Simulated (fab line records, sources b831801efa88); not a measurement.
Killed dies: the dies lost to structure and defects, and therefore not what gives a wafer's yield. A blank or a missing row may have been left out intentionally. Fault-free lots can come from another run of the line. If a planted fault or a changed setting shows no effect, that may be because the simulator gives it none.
fab line records ; flow sky130
record lots=5; wafers=14; last_day=50
route steps=708 shown SONOS_ONO@182 GATE_OXIDE@187 PAD_OPEN@708
lots that met no fault: from a run of the same line without faults
start_h: the number of hours between the record's first day and the start of the first shown wafer of the lot ; wait_h: hours elapsed since this lot's preceding step ; " the same as in the row above ; L1.1+2: one row covering several wafers at once ; - no value, or no start given ; * or withheld: withheld ; < > ~ a bound
route shown NAME@n: NAME is a module with steps in the file, n the number in the route of the first one ; usual: the fault-free wafers' mean and standard deviation ; same: alike in all rows ; chamber/n: place in a boat ; sites: readings site by site ; _std_site: the standard deviation of these ; _edge_site: outer sites' mean less inner sites' ; radius_mm: for every site, how far away it sits from the centre of the wafer ; mask NAME#n: copy n ; behind: the tool/chamber that last shaped the wafer ; hold: why the lot went on hold/how many hours it stayed there/how the hold came to an end ; device: the n, p or np transistor that did not switch ; end of line: at the end of the route, the tests of the same wafers ; step lacking rows: just its recipe ; killed: dies lost to structure and defects at the first sort, not the wafer's yield ; map: per-die view of a wafer (x killed, . not killed, _ where there is no die)
set.NAME: the setting that was run; set.NAME@STEP: the one run at that earlier step ; model.NAME: the simulator's own value behind a step, which no gauge read
lots seen at some steps along the route; tables by step, rows by wafer
services: from which hour (start_h, from the record's first day; less than 0 if before it) a tool's chamber was out of use, for how many hours, and why
## steps
# step SKY_SONOS_ONO_OVL_MEAS_14
# usual SONOS_ONO_OVL=-0.3/1.3
lot.wafer;tool;chamber;start_h;wait_h;SONOS_ONO_OVL[nm]
L709.2;overlay-02;-;276.83;0.1;1.2
L709.3;overlay-02;-;276.83;0.1;-1.2
L709.5;overlay-02;-;276.83;0.1;-1.4
L717.1;overlay-01;-;344.72;0.1;-1.0
L717.4;overlay-01;-;344.72;0.1;0.6
L717.5;overlay-01;-;344.72;0.1;-1.2
L721.1;overlay-01;-;382.59;0.1;-0.2
L721.2;overlay-01;-;382.59;0.1;1.1
L725.3;overlay-02;-;417.04;0.1;-1.1
L725.4;overlay-02;-;417.04;0.1;0.2
L725.6;overlay-02;-;417.04;0.1;1.2
L732.1;overlay-02;-;469.42;0.1;-0.9
L732.3;overlay-02;-;469.42;0.1;-0.9
L732.4;overlay-02;-;469.42;0.1;-0.6
# step SKY_SONOS_ONO_ETCH_15
# recipe target_depth_nm=19.52; chemistry=CHF3/O2; source_w=600; bias_w=200; pressure_mtorr=40; chf3_flow_sccm=50; O2_flow_sccm=5; time_s=7.8
# usual chamber_pressure_mTorr=40.00/0.04; drypump_motor_current_A=5.64/0.28; oes_product_au=1.003/0.0087; throttle_valve_pct=8.827/0.011
lot.wafer;tool;chamber;start_h;wait_h;chamber_pressure_mTorr;drypump_motor_current_A;oes_product_au;rf_hours_counter_h;throttle_valve_pct
L709.2;rie_diel-01;2;276.86;0.0;39.97;5.65;0.992;61;8.841
L709.3;rie_diel-01;0;276.86;0.0;39.94;5.99;1.005;20;8.825
L709.5;rie_diel-01;1;276.86;0.0;40.02;5.72;0.990;-;8.844
L717.1;rie_diel-04;3;344.76;0.0;39.99;5.37;0.991;25;8.812
L717.4;rie_diel-04;2;344.76;0.0;40.00;5.11;1.007;0;8.825
L717.5;rie_diel-04;1;344.76;0.0;40.00;6.15;0.994;-;8.847
L721.1;rie_diel-03;2;382.63;0.0;39.99;5.51;0.984;111;8.815
L721.2;rie_diel-03;0;382.63;0.0;39.97;5.74;0.995;2;8.806
L725.3;rie_diel-01;1;417.06;0.0;40.00;5.74;1.005;17;8.814
L725.4;rie_diel-01;0;417.06;0.0;39.95;5.99;1.011;22;8.834
L725.6;rie_diel-01;3;417.06;0.0;40.08;5.45;1.010;-;8.830
L732.1;rie_diel-03;3;469.46;0.0;39.96;5.48;0.997;15;8.834
L732.3;rie_diel-03;3;469.46;0.0;40.04;5.55;1.002;-;8.832
L732.4;rie_diel-03;0;469.46;0.0;39.96;5.74;1.003;-;8.829
# step SKY_SONOS_ONO_WET_ETCH_16
# recipe chemistry=dHF; target_depth_nm=14; dry=n2_spin; target=SiO2; dilution=100:1; temp_c=25; time_s=280
# step SKY_SONOS_ONO_STRIP_17
# recipe chemistry=O2/N2; power_w=1400; pressure_mtorr=1500; platen_temp_c=withheld; o2_flow_sccm=3000; n2_flow_sccm=300; overash_fraction=0.5
# usual chamber_pressure_mTorr=1500.0/1.4; drypump_motor_current_A=5.8/0.4; oes_product_au=0.710/0.0043; strip_time_to_endpoint_s=14.12/0.046
lot.wafer;tool;chamber;start_h;wait_h;chamber_pressure_mTorr;drypump_motor_current_A;oes_product_au;rf_hours_counter_h;strip_time_to_endpoint_s
L709.2;plasma_asher-03;1;277.05;0.0;1499.7;5.8;0.710;56;14.07
L709.3;plasma_asher-03;0;277.05;0.0;1499.0;6.5;0.708;-;14.07
L709.5;plasma_asher-03;0;277.05;0.0;1499.5;6.5;0.716;-;14.01
L717.1;plasma_asher-01;0;344.87;0.0;1499.3;5.1;0.708;53;14.05
L717.4;plasma_asher-01;1;344.87;0.0;1499.5;5.7;0.705;-;14.09
L717.5;plasma_asher-01;0;344.87;0.0;1503.2;5.1;0.702;-;14.08
L721.1;plasma_asher-01;0;382.74;0.0;1500.7;5.1;0.712;57;14.13
L721.2;plasma_asher-01;1;382.74;0.0;1496.7;5.7;0.707;57;14.08
L725.3;plasma_asher-03;0;417.21;0.0;1499.9;6.5;0.708;-;14.12
L725.4;plasma_asher-03;1;417.21;0.0;1496.4;5.8;0.709;-;14.12
L725.6;plasma_asher-03;0;417.21;0.0;1498.1;6.5;0.699;-;14.10
L732.1;plasma_asher-01;0;469.58;0.0;1501.9;5.1;0.714;67;14.18
L732.3;plasma_asher-01;0;469.58;0.0;1498.9;5.1;0.715;-;14.20
L732.4;plasma_asher-01;1;469.58;0.0;1500.5;5.7;0.707;-;14.19
# step SKY_SONOS_ONO_WET_ETCH_18
# recipe chemistry=H3PO4; target_depth_nm=15; target=Si3N4; temp_c=160; time_s=172
# step SKY_GATE_OXIDE_CLEAN_00
# recipe chemistry=SC1/SC2; mix=1:4:20; temp_c=70; time_s=150; dry=n2_spin
# step SKY_GATE_OXIDE_OXIDATION_01
# recipe temp_c=900; ambient=O2; stabilise_s=600; purge_s=300; target_thk_a=102.68; ox_time_s=1473
# step SKY_GATE_OXIDE_THK_MEAS_02
# recipe reads=SiO2_of_GATE_OXIDE_OXIDATION_01
# usual GATE_OXIDE_OXIDATION_00_THK=10.20/0.21
lot.wafer;tool;chamber;start_h;wait_h;GATE_OXIDE_OXIDATION_00_THK[nm]
L709.2;film_metro-02;-;281.04;0.0;9.88
L709.3;film_metro-02;-;281.04;0.0;10.09
L709.5;film_metro-02;-;281.04;0.0;10.25
L717.1;film_metro-02;-;347.03;0.0;10.46
L717.4;film_metro-02;-;347.03;0.0;10.43
L717.5;film_metro-02;-;347.03;0.0;10.36
L721.1;film_metro-04;-;386.05;0.0;10.02
L721.2;film_metro-04;-;386.05;0.0;10.03
L725.3;film_metro-04;-;420.87;0.0;9.81
L725.4;film_metro-04;-;420.87;0.0;9.97
L725.6;film_metro-04;-;420.87;0.0;9.88
L732.1;film_metro-02;-;472.31;0.0;10.30
L732.3;film_metro-02;-;472.31;0.0;10.38
L732.4;film_metro-02;-;472.31;0.0;10.33
# step SKY_GATE_OXIDE_DEHYDRATE_03
# recipe temp_c=200; time_s=60
# step SKY_GATE_OXIDE_HMDS_04
# recipe prime_time_s=60; prime_temp_c=120
# step SKY_GATE_OXIDE_COAT_05
# recipe resist=NOVOLAK; spin_rpm=3000; resist_thk_nm=1140
# step SKY_GATE_OXIDE_SOFTBAKE_06
# recipe temp_c=90; time_s=60; resist=NOVOLAK
# step SKY_GATE_OXIDE_EXPOSE_07
# recipe mask_id=LVOM; na=0.6; source_shape=conventional; sigma_outer=0.6; polarization=unpolarized; target_cd_nm=600; dose_mj=170
lot.wafer;tool;chamber;start_h;wait_h;mask
L709.2+3+5;iline_stepper-02;0;293.41;-;LVOM#0
L717.1+4+5;iline_stepper-02;0;360.28;-;LVOM#0
L721.1+2;iline_stepper-02;0;400.03;-;NWM#0
L725.3+4+6;iline_stepper-02;0;435.74;-;LVOM#0
L732.1+3+4;iline_stepper-02;0;487.19;-;LVOM#0
# step SKY_GATE_OXIDE_PEB_08
# recipe temp_c=withheld; time_s=*; resist=NOVOLAK
# step SKY_GATE_OXIDE_DEVELOP_09
# recipe resist=NOVOLAK; developer=TMAH; develop_time_s=60; dev_temp_c=23
# step SKY_GATE_OXIDE_OVL_MEAS_10
# usual GATE_OXIDE_OVL=-1.3/1.3
lot.wafer;tool;chamber;start_h;wait_h;GATE_OXIDE_OVL[nm]
L709.2;overlay-02;-;305.84;0.1;-0.1
L709.3;overlay-02;-;305.84;0.1;-1.4
L709.5;overlay-02;-;305.84;0.1;-2.4
L717.1;overlay-02;-;374.87;0.1;1.3
L717.4;overlay-02;-;374.87;0.1;-0.5
L717.5;overlay-02;-;374.87;0.1;0.1
L721.1;overlay-02;-;414.77;0.1;-
L721.2;overlay-02;-;414.77;0.1;-
L725.3;overlay-01;-;451.09;0.1;-1.4
L725.4;overlay-01;-;451.09;0.1;-1.9
L725.6;overlay-01;-;451.09;0.1;-0.7
L732.1;overlay-01;-;501.82;0.1;-2.6
L732.3;overlay-01;-;501.82;0.1;-1.6
L732.4;overlay-01;-;501.82;0.1;-1.8
# step SKY_GATE_OXIDE_IMPLANT_11
# recipe species=B; energy_kev=10; dose_cm2=2.6e+12; tilt_deg=withheld
# step SKY_GATE_OXIDE_WET_ETCH_12
# recipe chemistry=dHF; target_depth_nm=16.8; dry=n2_spin; target=SiO2; dilution=100:1; temp_c=25; time_s=336
# step SKY_GATE_OXIDE_STRIP_13
# recipe chemistry=O2/N2; power_w=1400; pressure_mtorr=1500; platen_temp_c=withheld; o2_flow_sccm=3000; n2_flow_sccm=300; overash_fraction=0.5
# usual chamber_pressure_mTorr=1499.9/1.4; drypump_motor_current_A=5.9/0.35; oes_product_au=0.716/0.0046; strip_time_to_endpoint_s=14.19/0.039
lot.wafer;tool;chamber;start_h;wait_h;chamber_pressure_mTorr;drypump_motor_current_A;oes_product_au;rf_hours_counter_h;strip_time_to_endpoint_s
L709.2;plasma_asher-04;0;306.13;0.0;1501.0;5.7;0.720;19;14.19
L709.3;plasma_asher-04;1;306.13;0.0;1499.4;5.9;0.710;-;14.09
L709.5;plasma_asher-04;1;306.13;0.0;1499.4;5.9;0.713;-;14.14
L717.1;plasma_asher-03;1;375.16;0.0;1498.5;5.8;0.719;66;14.14
L717.4;plasma_asher-03;1;375.16;0.0;1503.3;5.8;0.714;-;14.23
L717.5;plasma_asher-03;1;375.16;0.0;1498.7;5.8;0.707;-;14.15
L721.1;plasma_asher-04;0;415.07;0.0;1499.3;5.7;0.709;30;14.19
L721.2;plasma_asher-04;1;415.07;0.0;1501.3;5.9;0.717;30;14.17
L725.3;plasma_asher-04;1;451.40;0.0;1501.3;5.9;0.721;-;14.18
L725.4;plasma_asher-04;0;451.40;0.0;1500.9;5.7;0.718;-;14.15
L725.6;plasma_asher-04;0;451.40;0.0;1499.9;5.7;0.716;-;14.14
L732.1;plasma_asher-02;0;502.11;0.0;1498.5;5.3;0.722;7;14.19
L732.3;plasma_asher-02;1;502.11;0.0;1497.1;6.1;0.724;-;14.22
L732.4;plasma_asher-02;0;502.11;0.0;1496.1;5.3;0.709;-;14.20
# step SKY_GATE_OXIDE_TW_MEAS_14
# usual GATE_OXIDE_TW=223.1/1.6
lot.wafer;tool;chamber;start_h;wait_h;hold;GATE_OXIDE_TW
L709.2;film_metro-02;-;306.24;0.1;-;226.4
L709.3;film_metro-02;-;306.24;0.1;-;225.5
L709.5;film_metro-02;-;306.24;0.1;-;225.2
L717.1;film_metro-02;-;375.26;0.1;-;224.3
L717.4;film_metro-02;-;375.26;0.1;-;224.9
L717.5;film_metro-02;-;375.26;0.1;-;225.1
L721.1;film_metro-04;-;415.17;0.1;await_dispo/0.2h/release;29.6
L721.2;film_metro-04;-;415.17;0.1;await_dispo/0.2h/release;29.6
L721.1;film_metro-04;-;415.40;0.2;-;29.7
L721.2;film_metro-04;-;415.40;0.2;-;29.4
L725.3;film_metro-01;-;451.49;0.1;-;223.4
L725.4;film_metro-01;-;451.49;0.1;-;223.0
L725.6;film_metro-01;-;451.49;0.1;-;222.0
L732.1;film_metro-02;-;502.21;0.1;-;221.4
L732.3;film_metro-02;-;502.21;0.1;-;220.6
L732.4;film_metro-02;-;502.21;0.1;-;220.6
# step SKY_PAD_OPEN_PROBE_99
# usual defect_limited_yield=82.8/1.8; killed_at_M0_to_M3=42/6.4; killed_at_M4_up=3.0/2; killed_at_contacts=24/5.2; killed_at_front_end=14/4.2; killed_at_other=0.4/0.72; killed_dies=84/9; killed_open=46/6.6; killed_short=38/6; sort_bin_3_pad_short=0.9/0.4; sort_bin_5_function=10.1/1.4; sort_bin_6_memory=6.2/1.1; sort_n_pass=408/9; sort_yield_pct=82.8/1.8
# same gross_dies=492; killed_at_back_side=0; sort_bin_4_leakage[%]=0; sort_bin_8_speed[%]=0
lot.wafer;tool;chamber;start_h;wait_h;defect_limited_yield[%];killed_at_M0_to_M3;killed_at_M4_up;killed_at_contacts;killed_at_front_end;killed_at_other;killed_dies;killed_open;killed_short;sort_bin_3_pad_short[%];sort_bin_5_function[%];sort_bin_6_memory[%];sort_n_pass;sort_yield_pct[%]
L709.2;prober-01;-;1072.33;0.1;85.0;37;5;18;14;0;74;37;36;0.6;8.7;5.7;418;85.0
L709.3;prober-01;-;1072.38;0.2;81.5;50;4;27;10;0;91;46;45;0.8;11.8;5.9;401;81.5
L709.5;prober-01;-;1072.48;0.2;82.3;40;4;27;16;0;87;47;40;0;11.6;6.1;405;82.3
# killed by level:class
L709.2 VIA3:geometric_particle:open=8 FIELD_ISO:geometric_particle:open=6 LOCAL_INTERCONNECT:geometric_particle:short=5 CONTACT:geometric_particle:open=5 VIA1:geometric_particle:short=5 VIA1:geometric_particle:open=5 LI_CONTACT:geometric_particle:open=4 METAL1:geometric_particle:short=4
L709.3 CONTACT:geometric_particle:open=14 METAL2:geometric_particle:short=7 VIA1:geometric_particle:short=7 VIA2:geometric_particle:open=7 VIA3:geometric_particle:open=7 CONTACT:geometric_particle:short=6 METAL1:geometric_particle:short=5 LI_CONTACT:geometric_particle:open=4
L709.5 VIA1:geometric_particle:open=10 CONTACT:geometric_particle:open=9 LI_CONTACT:geometric_particle:open=7 CONTACT:geometric_particle:short=7 METAL1:geometric_particle:short=5 METAL2:geometric_particle:short=5 FIELD_ISO:geometric_particle:open=4 VIA2:geometric_particle:short=4
## services
tool;chamber;start_h;hours;kind
rie_diel-03;2;256.00;3.8;repair
plasma_asher-02;-;266.38;7.5;repair
rie_diel-01;2;277.67;9.2;repair
rie_diel-04;-;278.99;14.6;pm
plasma_asher-01;-;279.79;3.9;repair
iline_stepper-02;-;303.25;1.7;pm
rie_diel-04;1;307.86;6.2;repair
rie_diel-01;-;309.83;15.6;pm
plasma_asher-04;-;320.83;0.8;repair
plasma_asher-03;-;332.09;1.1;repair
plasma_asher-03;-;381.36;2.0;repair
plasma_asher-02;-;388.98;14.6;pm
rie_diel-01;1;400.11;3.3;repair
plasma_asher-04;-;401.68;2.8;pm
rie_diel-01;2;409.51;5.7;repair
iline_stepper-02;-;421.40;0.6;repair
rie_diel-01;-;427.29;0.4;repair
rie_diel-01;2;427.60;2.3;repair
rie_diel-01;0;449.84;74.5;repair
rie_diel-03;1;468.39;11.6;repair
rie_diel-03;2;469.09;2.1;repair
rie_diel-01;1;493.47;4.6;repair
rie_diel-03;3;497.83;31.4;repair
plasma_asher-03;-;501.43;2.8;pm
## key
first_sign step=SKY_GATE_OXIDE_EXPOSE_07; reading=mask; direction=changed
effect step=SKY_GATE_OXIDE_OVL_MEAS_10; reading=GATE_OXIDE_OVL; direction=missing
effect step=SKY_GATE_OXIDE_TW_MEAS_14; reading=visit; direction=added
effect step=SKY_GATE_OXIDE_TW_MEAS_14; reading=GATE_OXIDE_TW; direction=down; sigmas=99+; usual=223.1; struck=29.6
met_at SKY_GATE_OXIDE_EXPOSE_07
struck_wafers L721.1,L721.2
scrapped_behind SKY_GATE_OXIDE_TW_MEAS_14 L721.1,L721.2
onset_between 360.28 400.03
fault kind=wrong_mask; tool=any; chamber=-; onset_h=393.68; steps=SKY_GATE_OXIDE_EXPOSE_07; aux_copy=NWM#0; scope=struck_lots_only
